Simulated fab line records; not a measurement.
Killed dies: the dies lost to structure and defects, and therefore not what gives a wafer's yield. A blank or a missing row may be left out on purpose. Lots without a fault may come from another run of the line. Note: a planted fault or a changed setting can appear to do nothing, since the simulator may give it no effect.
Problem report, 8D (eight disciplines) form, completed by code | flow sfqLine | the parts of the form that need people (team, actions taken, sign-off) are left out

1. THE PROBLEM
Across 4 wafers from 3 lots, L0_MONX_KI_RS at SFQ_L0_RS_MEAS_901 averages 49.2 ohm/sq, while fault-free wafers read 43.4 ohm/sq with a standard deviation of 0.58. Relative to the usual mean, that is a shift of +10 standard deviations.
The step: measures by four-point-probe.
The first sign was on wafer L750.5 at day 3 19:34, on filmMetro-01. The record holds 45 wafers of 15 lots with a number at this step. Rule for "out" (also "out of limits"): further than 4 standard deviations from the usual mean. All remaining wafers that have a number are taken as sound.

2. WHAT IT IS, WHAT IT ISN'T
question                    | is                             | is not
which readings at this step | L0_MONX_KI_RS                  | -
which lots                  | L750, L753, L754               | L739, L741, L743, L744, L745, L746, L751, L752, L755, L757, L758, L761
which wafers of those lots  | L750.5, L753.3, L754.3, L754.5 | L750.1, L750.2, L753.2, L753.5, L754.4
read on which gauges        | filmMetro-01, filmMetro-03     | filmMetro-04
when                        | from day 3 19:34               | up to then (20 sound wafers); but 21 sound wafers of L751, L752, L753, L754, L755, L757, L758, L761 came after

3. SUSPECTS, AND WHAT RULES EACH OUT
Counting: if a tool at a process step up to the reading ran every lot that is out, it stays a suspect. Sound lots after the first of them don't rule it out here, since some wafers of a struck lot are sound.
- the gauge at SFQ_L0_RS_MEAS_901: ruled out. Those wafers that are out were read across 2 gauges (filmMetro-01, filmMetro-03).
- pvdSputter-03 at SFQ_TRILAYER_L0_DEP_SPUTTER_003 (material MoNx KI, target thk 40 nm, time 100 s): kept. It processed each lot that is out (first: L750, day 3 19:29); up to then, its last sound lot is L744 (day 2 13:29).
Remaining after the count: pvdSputter-03 at SFQ_TRILAYER_L0_DEP_SPUTTER_003.

4. THE CAUSE (what the simulator had put in)
Site profile drift: pvdSputter-03, from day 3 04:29 on, at SFQ_TRILAYER_L0_DEP_SPUTTER_003. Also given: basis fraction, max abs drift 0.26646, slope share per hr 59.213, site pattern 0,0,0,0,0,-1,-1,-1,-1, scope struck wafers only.
Counting left only this tool.

5. THE EFFECT CHAIN, in route order
One row per reading whose mean, taken over the struck wafers that have a number, lies over 3 standard deviations from the usual. Only readings whose record carries a usual standard deviation are examined. hours: median over the lots of the time between each lot's start at the first step of this table that gives one and its start at this step. sigmas: the change, counted in usual standard deviations.
hours | step                                | reading        | usual       | on struck wafers | change | sigmas
0     | SFQ_L0_RS_MEAS_901                  | L0_MONX_KI_RS  | 43.4 ohm/sq | 49.2             | +5.9   | +10
0     | SFQ_L0_THK_MEAS_902                 | L0_MONX_KI_THK | 40.6 nm     | 36.6             | -4.0   | -7.2
24    | SFQ_TRILAYER_L0_ETCH_METAL_ETCH_008 | oesProductAu   | 0.875 a.u.  | 0.829            | -0.046 | -6.0
The process steps in it:
- SFQ_TRILAYER_L0_ETCH_METAL_ETCH_008: etches MoNx KI in SF6/O2, stops on SiO2, target depth 50 nm, time 25 s.

6. HOW IT WOULD HAVE BEEN CAUGHT EARLIER
Counted from the fault's start at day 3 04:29, it took 15 hours until the first out-of-limits reading at a measuring or inspecting step in this record, taken at day 3 19:34.
An alarm limit of 4 standard deviations would not have fired on the tool readings at SFQ_TRILAYER_L0_DEP_SPUTTER_003 for which the record gives a usual standard deviation, since none of them was out on any struck wafer.
Of the lots that are out (3), L753, L754 began SFQ_TRILAYER_L0_DEP_SPUTTER_003 on pvdSputter-03 after day 3 19:34. A hold on the tool at that time would have spared those 2.
